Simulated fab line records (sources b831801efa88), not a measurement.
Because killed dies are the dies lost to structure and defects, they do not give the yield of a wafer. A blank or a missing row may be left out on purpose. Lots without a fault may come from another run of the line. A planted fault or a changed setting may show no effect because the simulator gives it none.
Matching of chambers    flow sky130    SKY_VIA1_CMP_02 on cmp-02 has 4 sister chambers
The step polishes SiO2. 4 wafers are shown with their chamber, then 8 later ones without.

WAFERS, EACH WITH ITS CHAMBER
wafer   chamber  motorCurrentA (A)
L421.5  0        16.4
L432.4  3        10.8
L432.5  2        11.1
L435.3  1        12.0

WAFERS WITH NO CHAMBER GIVEN
wafer   motorCurrentA (A)
L435.4  11.5
L435.6  11.3
L436.1  12.2
L436.2  15.5
L436.4  11.5
L439.1  11.2
L439.2  16.6
L439.6  11.1

WHICH CHAMBER EACH ONE RAN IN
wafer   from the rows above           in truth
L435.4  can't be placed: 2 or 1 or 3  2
L435.6  can't be placed: 2 or 3 or 1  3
L436.1  1                             1
L436.2  0                             0
L436.4  can't be placed: 2 or 1 or 3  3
L439.1  can't be placed: 2 or 3 or 1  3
L439.2  0                             0
L439.6  can't be placed: 2 or 3       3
3 of 8 placed correctly. From these rows, 5 cannot be placed; in 5 the true chamber is one of the candidates. Number placed wrongly: 0.
How it was worked out, from the rows above alone: a wafer's distance from a chamber is the root of the sum, over the readings, of the square of ((its reading less the chamber's mean) divided by the reading's scatter). If the next closest chamber is less than 2 further off than the closest, the wafer can't be placed; otherwise it belongs to the closest. The mean given for a chamber averages the wafers shown for that chamber. The scatter (one wafer shown for each chamber): square how far every hidden wafer sits from the nearest shown wafer, average those squares and take the square root.
